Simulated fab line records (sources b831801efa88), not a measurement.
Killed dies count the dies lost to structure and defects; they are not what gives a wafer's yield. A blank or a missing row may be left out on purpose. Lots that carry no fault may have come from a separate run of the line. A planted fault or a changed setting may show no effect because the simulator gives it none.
8D (eight disciplines) problem report, filled in by code + flow gf180mcu + the parts of the form that need people (team, actions taken, sign-off) are left out

## 1. WHAT IS WRONG
Wafers free of any fault read 698 nm (standard deviation 9.1) for PASSIVATION_CVD_02_THK at GF_PASSIVATION_THK_MEAS_03, against a mean of 602 nm on 2 wafers of 2 lots. That puts it -10 standard deviations away from the usual mean.
The first sign was on wafer L162.3 at day 30 22:35, on film-metro-01. Wafers with a number at this step in the record: 33, from 11 lots. The rule behind "out" and "out of limits": a value lying over 4 standard deviations away from the usual mean. The other wafers with a number count as sound.

## 2. WHAT IT IS; WHAT IT IS NOT
| question                    | is                           | is not                                                                                             |
|-----------------------------|------------------------------|----------------------------------------------------------------------------------------------------|
| which readings at this step | PASSIVATION_CVD_02_THK       | -                                                                                                  |
| which lots                  | L162, L163                   | L153, L154, L157, L159, L169, L171, L173, L174, L176                                               |
| which wafers of those lots  | L162.3, L163.5               | L162.4, L162.5, L163.1, L163.6                                                                     |
| read on which gauges        | film-metro-01, film-metro-04 | film-metro-02                                                                                      |
| when                        | from day 30 22:35            | up to then (14 sound wafers); but 17 sound wafers of L163, L169, L171, L173, L174, L176 came after |

## 3. THE SUSPECTS, EACH WITH WHAT RULES IT OUT
Counting: a tool at a process step up to the reading stays a suspect if it ran every lot that is out. Sound lots after the first of them don't rule it out here, since some wafers of a struck lot are sound.
- the gauge at GF_PASSIVATION_THK_MEAS_03 has been ruled out. The wafers that are out were read on 2 gauges (film-metro-01, film-metro-04).
- pecvd-04 at GF_PASSIVATION_CVD_02 (deposits Si3N4, target thk 700 nm, time 486.18 s): kept. Every lot that is out went through it, the first being L162 (day 30 22:17); the last sound lot it ran before that was L157 (day 29 10:23). Its own readings are out on those wafers: rf-fwd-power-W.
- Within pecvd-04 at GF_PASSIVATION_CVD_02: the wafers that are out ran in chamber 2; their sound lot-mates ran in chambers 0, 1.
Remaining after the count: pecvd-04 at GF_PASSIVATION_CVD_02.

## 4. THE CAUSE (what the simulator had put in)
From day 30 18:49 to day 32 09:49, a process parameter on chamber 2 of pecvd-04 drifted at GF_PASSIVATION_CVD_02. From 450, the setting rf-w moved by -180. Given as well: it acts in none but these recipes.
Only this tool survived the counting.

## 5. THE EFFECT CHAIN, in route order
Each row: a reading where the mean over the struck wafers with a number is more than 3 standard deviations away from the usual. Only readings whose record carries a usual standard deviation are examined. hours: median over the lots of the time between each lot's start at the first step of this table that gives one and its start at this step. sigmas: the change, counted in usual standard deviations.
| hours | step                       | reading                | usual      | on struck wafers | change | sigmas      |
|-------|----------------------------|------------------------|------------|------------------|--------|-------------|
| 0     | GF_PASSIVATION_CVD_02      | heater-power-w         | 675 W      | 1051             | +376   | +3.1        |
| 0     | GF_PASSIVATION_CVD_02      | rf-fwd-power-W         | 448.9 W    | 269.6            | -179.2 | -99 or more |
| 0     | GF_PASSIVATION_THK_MEAS_03 | PASSIVATION_CVD_02_THK | 698 nm     | 602              | -96    | -10         |
| 17    | GF_PASSIVATION_ETCH_11     | oes-product-au         | 0.961 a.u. | 0.931            | -0.030 | -4.1        |
Process steps it contains:
- GF_PASSIVATION_CVD_02: deposits Si3N4, target thk 700 nm, time 486.18 s.
- GF_PASSIVATION_ETCH_11: etches the open film in CF4/O2, stops on TiN, target depth 1800 nm, time 400 s.
Later measuring or inspecting steps at which every struck wafer that the step has a row for has a number for every such reading, and none has moved that far: GF_PASSIVATION_BOW_MEAS_14.

## 6. WHAT WOULD HAVE CAUGHT IT SOONER
4 hours passed between the start of the fault at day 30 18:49 and the first reading out of limits at a measuring or inspecting step in this record, taken at day 30 22:35.
Tool's own readings at GF_PASSIVATION_CVD_02, rf-fwd-power-W: out on all struck wafers the step has rows for; an alarm limit on them would have tripped on the first.
Lots out: 2; of these, L163 started GF_PASSIVATION_CVD_02 on pecvd-04 after day 30 22:35. Holding the tool at that time would have saved it.
